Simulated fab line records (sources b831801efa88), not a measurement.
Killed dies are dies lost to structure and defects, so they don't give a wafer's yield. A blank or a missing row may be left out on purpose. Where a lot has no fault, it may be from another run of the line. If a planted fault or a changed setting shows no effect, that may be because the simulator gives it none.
fab line records	flow gf180mcu
record lots=13	wafers=39	lastDay=34
route steps=602 shown VT_IMPLANT@100 POLY_GATE@169 HV_LDD@207
lots with no fault: from the same line, run without faults
startH: hours from the record's opening day to when the first of the lot's shown wafers began	waitH: hours since the lot's step before	" the same as in the row above	L1.1+2: a row that stands for several wafers	- no value, or no start was given	* or withheld: withheld	< > ~ a bound
route shown NAME@n: a module of which the file shows steps, and the number in the route of the first	usual: average and standard deviation across the fault-free wafers	same: alike in all rows	chamber/n: place in a boat	sites: readings site by site	_std_site: standard deviation of those values	_edge_site: outer sites' mean less inner sites'	radiusMm: how far each site lies from the wafer's centre	mask NAME#n: copy n	behind: the tool/chamber that last shaped the wafer	hold: why the lot was held/for how many hours/how that ended	device: the transistor (n, p or np) that didn't switch	end of line: tests of these same wafers at the route's end	step lacking rows: just its recipe	killed: dies lost to structure and defects at the first sort, not the wafer's yield	map: a wafer's dies, x killed, . not, _ none there
set.NAME: the setting as run; set.NAME@STEP: as run at that earlier step	model.NAME: the simulator's own value behind a step, which no gauge read
one table for each step of the route and one row for each wafer, over a sample of lots
services: a tool's chamber out of use, with start hour (startH, from the record's first day; less than 0 if before it), hours out, and reason
## steps
# step GF_VT_IMPLANT_TW_MEAS_10
# usual VT_IMPLANT_TW=574/3.1
lot.wafer	tool	chamber	startH	waitH	VT_IMPLANT_TW
L698.1	filmMetro-01	-	112.43	0.1	576
L698.4	"	-	"	"	576
L698.5	"	-	"	"	574
L700.1	filmMetro-04	-	126.98	0.1	577
L700.3	"	-	"	"	576
L700.5	"	-	"	"	578
L701.2	filmMetro-02	-	132.49	0.1	571
L701.3	"	-	"	"	574
L701.5	"	-	"	"	571
L703.1	filmMetro-01	-	144.43	0.1	578
L703.2	"	-	"	"	579
L703.3	"	-	"	"	570
L704.1	filmMetro-04	-	152.14	0.1	575
L704.2	"	-	"	"	575
L704.5	"	-	"	"	573
L706.3	filmMetro-01	-	163.16	0.1	575
L706.4	"	-	"	"	573
L706.5	"	-	"	"	574
L709.2	filmMetro-02	-	182.34	0.1	571
L709.5	"	-	"	"	568
L709.6	"	-	"	"	572
L711.1	filmMetro-02	-	193.03	0.1	576
L711.5	"	-	"	"	576
L711.6	"	-	"	"	578
L712.1	filmMetro-04	-	200.23	0.1	572
L712.2	"	-	"	"	576
L712.4	"	-	"	"	576
L713.1	filmMetro-01	-	205.49	0.1	572
L713.2	"	-	"	"	572
L713.3	"	-	"	"	574
L716.1	filmMetro-01	-	222.63	0.1	575
L716.3	"	-	"	"	577
L716.6	"	-	"	"	575
L718.2	filmMetro-04	-	236.54	0.1	578
L718.3	"	-	"	"	575
L718.4	"	-	"	"	578
L720.3	filmMetro-02	-	251.20	0.1	573
L720.5	"	-	"	"	570
L720.6	"	-	"	"	571
# step GF_POLY_GATE_ETCH_12
# recipe chemistry=N2/H2	targetDepthA=withheld	overetchA=withheld	timeS=withheld	target=BARC	ionEnergyEv=200	sourceW=500	biasW=100	pressureMtorr=30	n2FlowSccm=100	h2FlowSccm=200
# usual drypumpMotorCurrentA=5.7/0.57	oesProductAu=0.735/0.0044	throttleValvePct=13.214/0.0094
lot.wafer	tool	chamber	startH	waitH	drypumpMotorCurrentA	oesProductAu	throttleValvePct
L698.1	rieDiel-01	3	199.20	0.0	6.2	0.736	13.216
L698.4	"	0	"	"	6.3	0.739	13.198
L698.5	"	3	"	"	6.2	0.736	13.213
L700.1	rieDiel-01	2	215.00	0.0	5.1	0.737	13.200
L700.3	"	3	"	"	6.2	0.739	13.221
L700.5	"	1	"	"	5.3	0.734	13.220
L701.2	rieDiel-02	3	223.15	0.0	6.3	0.732	13.218
L701.3	"	0	"	"	5.8	0.739	13.198
L701.5	"	1	"	"	5.9	0.733	13.220
L703.1	rieDiel-01	2	234.25	0.0	5.1	0.739	13.212
L703.2	"	3	"	"	6.2	0.738	13.213
L703.3	"	0	"	"	6.2	0.741	13.205
L704.1	rieDiel-04	1	244.84	0.0	6.6	0.735	13.212
L704.2	"	2	"	"	4.8	0.733	13.210
L704.5	"	2	"	"	4.8	0.741	13.209
L706.3	rieDiel-01	1	257.39	0.0	5.3	0.750	13.203
L706.4	"	3	"	"	6.2	0.735	13.212
L706.5	"	2	"	"	5.1	0.737	13.212
L709.2	rieDiel-04	2	280.24	0.0	4.8	0.733	13.222
L709.5	"	3	"	"	4.8	0.733	13.210
L709.6	"	0	"	"	6.1	0.739	13.216
L711.1	rieDiel-01	3	292.39	0.0	6.2	0.730	13.214
L711.5	"	2	"	"	5.1	0.736	13.223
L711.6	"	3	"	"	6.2	0.731	13.201
L712.1	rieDiel-02	2	302.89	0.0	5.3	0.731	13.207
L712.2	"	1	"	"	5.9	0.735	13.206
L712.4	"	3	"	"	6.3	0.735	13.213
L713.1	rieDiel-01	1	305.51	0.0	5.3	0.741	13.215
L713.2	"	2	"	"	5.1	0.739	13.199
L713.3	"	3	"	"	6.2	0.737	13.219
L716.1	rieDiel-04	0	325.39	0.0	6.1	0.732	13.220
L716.3	"	2	"	"	4.8	0.736	13.215
L716.6	"	0	"	"	6.1	0.735	13.217
L718.2	rieDiel-04	1	343.54	0.0	6.5	0.726	13.213
L718.3	"	2	"	"	4.8	0.742	13.212
L718.4	"	0	"	"	6.1	0.732	13.209
L720.3	rieDiel-02	2	357.49	0.0	5.2	0.738	13.219
L720.5	"	2	"	"	5.3	0.731	13.209
L720.6	"	3	"	"	6.3	0.735	13.218
# step GF_HV_LDD_CD_MEAS_31
# recipe targetCdNm=400
# usual cdNm=399.9/2.2
lot.wafer	tool	chamber	startH	waitH	cdNm
L698.1	cdSem-02	-	256.28	0.1	406.5
L698.4	"	-	"	"	401.7
L698.5	"	-	"	"	402.2
L700.1	cdSem-01	-	274.74	0.1	397.4
L700.3	"	-	"	"	400.1
L700.5	"	-	"	"	398.6
L701.2	cdSem-01	-	282.47	0.1	397.1
L701.3	"	-	"	"	400.3
L701.5	"	-	"	"	397.4
L703.1	cdSem-02	-	294.23	0.1	402.1
L703.2	"	-	"	"	400.6
L703.3	"	-	"	"	399.9
L704.1	cdSem-02	-	305.65	0.1	399.9
L704.2	"	-	"	"	398.4
L704.5	"	-	"	"	400.2
L706.3	cdSem-01	-	321.08	0.1	404.0
L706.4	"	-	"	"	401.7
L706.5	"	-	"	"	403.7
L709.2	cdSem-01	-	344.07	0.1	395.6
L709.5	"	-	"	"	395.6
L709.6	"	-	"	"	398.5
L711.1	cdSem-01	-	358.64	0.1	399.2
L711.5	"	-	"	"	399.1
L711.6	"	-	"	"	398.7
L712.1	cdSem-02	-	369.03	0.1	403.6
L712.2	"	-	"	"	400.7
L712.4	"	-	"	"	404.5
L713.1	cdSem-02	-	371.33	0.1	399.1
L713.2	"	-	"	"	399.3
L713.3	"	-	"	"	401.8
L716.1	cdSem-01	-	392.58	0.1	399.2
L716.3	"	-	"	"	399.7
L716.6	"	-	"	"	398.4
L718.2	cdSem-01	-	414.66	0.1	397.8
L718.3	"	-	"	"	397.5
L718.4	"	-	"	"	398.8
L720.3	cdSem-02	-	429.68	0.1	398.8
L720.5	"	-	"	"	400.0
L720.6	"	-	"	"	400.8
# step GF_HV_LDD_IMPLANT_48
# recipe species=B	energyKev=25	doseCm2=3e+13	tiltDeg=7
# usual beamEnergyKeV=25.000/0.0077
lot.wafer	tool	chamber	startH	waitH	beamEnergyKeV
L698.1	implanter-02	0	276.26	0.0	24.999
L698.4	"	0	"	"	24.991
L698.5	"	0	"	"	24.992
L700.1	implanter-01	0	295.69	0.0	24.990
L700.3	"	0	"	"	24.996
L700.5	"	0	"	"	24.995
L701.2	implanter-03	0	303.11	0.0	25.007
L701.3	"	0	"	"	25.014
L701.5	"	0	"	"	25.001
L703.1	implanter-03	0	315.66	0.0	24.997
L703.2	"	0	"	"	25.015
L703.3	"	0	"	"	24.998
L704.1	implanter-03	0	327.64	0.0	24.994
L704.2	"	0	"	"	24.995
L704.5	"	0	"	"	25.017
L706.3	implanter-03	0	343.31	0.1	25.018
L706.4	"	0	"	"	25.004
L706.5	"	0	"	"	24.995
L709.2	implanter-03	0	366.62	0.0	24.988
L709.5	"	0	"	"	24.994
L709.6	"	0	"	"	24.998
L711.1	implanter-03	0	381.84	0.0	34.107
L711.5	"	0	"	"	34.115
L711.6	"	0	"	"	34.103
L712.1	implanter-03	0	392.44	0.0	34.101
L712.2	"	0	"	"	34.105
L712.4	"	0	"	"	34.096
L713.1	implanter-01	0	394.59	0.0	24.992
L713.2	"	0	"	"	25.004
L713.3	"	0	"	"	24.998
L716.1	implanter-01	0	417.31	0.0	25.003
L716.3	"	0	"	"	25.001
L716.6	"	0	"	"	25.006
L718.2	implanter-02	0	439.31	0.0	25.001
L718.3	"	0	"	"	25.007
L718.4	"	0	"	"	25.008
L720.3	implanter-02	0	454.69	0.1	25.006
L720.5	"	0	"	"	25.010
L720.6	"	0	"	"	25.003
# step GF_HV_LDD_TW_MEAS_50
# usual HV_LDD_4_TW=572/3.9
lot.wafer	tool	chamber	startH	waitH	hold	HV_LDD_4_TW
L698.1	filmMetro-02	-	276.51	0.1	-	571
L698.4	"	-	"	"	-	574
L698.5	"	-	"	"	-	570
L700.1	filmMetro-04	-	295.96	0.1	-	571
L700.3	"	-	"	"	-	573
L700.5	"	-	"	"	-	571
L701.2	filmMetro-02	-	303.35	0.1	-	575
L701.3	"	-	"	"	-	578
L701.5	"	-	"	"	-	576
L703.1	filmMetro-04	-	315.91	0.1	-	577
L703.2	"	-	"	"	-	573
L703.3	"	-	"	"	-	574
L704.1	filmMetro-02	-	327.89	0.1	-	575
L704.2	"	-	"	"	-	575
L704.5	"	-	"	"	-	572
L706.3	filmMetro-02	-	343.53	0.1	-	574
L706.4	"	-	"	"	-	573
L706.5	"	-	"	"	-	567
L709.2	filmMetro-03	-	366.85	0.1	-	566
L709.5	"	-	"	"	-	568
L709.6	"	-	"	"	-	565
L711.1	filmMetro-02	-	382.09	0.1	awaitDispo/0.2h/release	606
L711.5	"	-	"	"	awaitDispo/0.2h/release	601
L711.6	"	-	"	"	awaitDispo/0.2h/release	610
L711.1	filmMetro-02	-	382.32	0.2	-	603
L711.5	"	-	"	"	-	603
L711.6	"	-	"	"	-	607
L712.1	filmMetro-03	-	392.69	0.1	awaitDispo/0.2h/release	601
L712.2	"	-	"	"	awaitDispo/0.2h/release	601
L712.4	"	-	"	"	awaitDispo/0.2h/release	603
L712.1	filmMetro-03	-	392.91	0.2	-	601
L712.2	"	-	"	"	-	603
L712.4	"	-	"	"	-	600
L713.1	filmMetro-04	-	394.84	0.1	-	582
L713.2	"	-	"	"	-	577
L713.3	"	-	"	"	-	579
L716.1	filmMetro-02	-	417.56	0.1	-	569
L716.3	"	-	"	"	-	573
L716.6	"	-	"	"	-	570
L718.2	filmMetro-03	-	439.55	0.1	-	571
L718.3	"	-	"	"	-	574
L718.4	"	-	"	"	-	573
L720.3	filmMetro-04	-	454.91	0.1	-	575
L720.5	"	-	"	"	-	572
L720.6	"	-	"	"	-	575
## services
tool	chamber	startH	hours	kind
rieDiel-04	3	176.49	5.3	repair
implanter-02	-	177.55	5.1	pm
implanter-03	-	189.93	1.5	repair
rieDiel-02	3	201.58	10.1	repair
implanter-03	-	205.76	3.3	pm
implanter-03	-	228.74	3.9	pm
implanter-03	-	239.11	2.2	repair
rieDiel-01	3	246.48	3.7	repair
rieDiel-04	-	250.37	3.1	repair
implanter-02	-	286.46	18.5	pm
rieDiel-04	2	288.53	7.2	repair
rieDiel-04	1	296.01	1.3	repair
implanter-03	-	308.21	0.9	repair
rieDiel-04	1	310.27	6.2	repair
implanter-01	-	313.60	5.6	pm
rieDiel-02	-	336.21	0.5	repair
rieDiel-04	3	341.19	2.6	repair
implanter-01	-	365.89	1.1	repair
rieDiel-04	-	390.31	0.3	repair
rieDiel-04	0	391.88	3.1	repair
rieDiel-02	-	394.67	0.1	repair
implanter-03	-	394.87	2.9	repair
rieDiel-01	3	420.11	5.3	repair
rieDiel-01	0	437.06	7.5	repair
## key
firstSign step=GF_HV_LDD_IMPLANT_48	reading=beamEnergyKeV	direction=up	sigmas=99+	usual=25.000	struck=34.104
effect step=GF_HV_LDD_TW_MEAS_50	reading=visit	direction=added
effect step=GF_HV_LDD_TW_MEAS_50	reading=HV_LDD_4_TW	direction=up	sigmas=8.1	usual=572	struck=604
metAt GF_HV_LDD_IMPLANT_48
struckLots L711,L712
testerLeftOut L711,L712
notActingAt GF_VT_IMPLANT_TW_MEAS_10,GF_POLY_GATE_ETCH_12,GF_HV_LDD_CD_MEAS_31
onsetBetween 366.62 381.84
fault kind=processParameterDrift	tool=implanter-03	chamber=-	onsetH=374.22	steps=GF_HV_LDD_IMPLANT_48	channel=energyKev	offset=9.1019	shape=step	endH=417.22	actsIn=theseRecipesOnly	stated=25
# testerLeftOut: of these lots the tester's yield and bins aren't shown, on N5 and GAA mostly nor the transistor test; their killed dies are dies lost to structure and defects alone, not to doping, threshold or leakage, so they don't give the yield
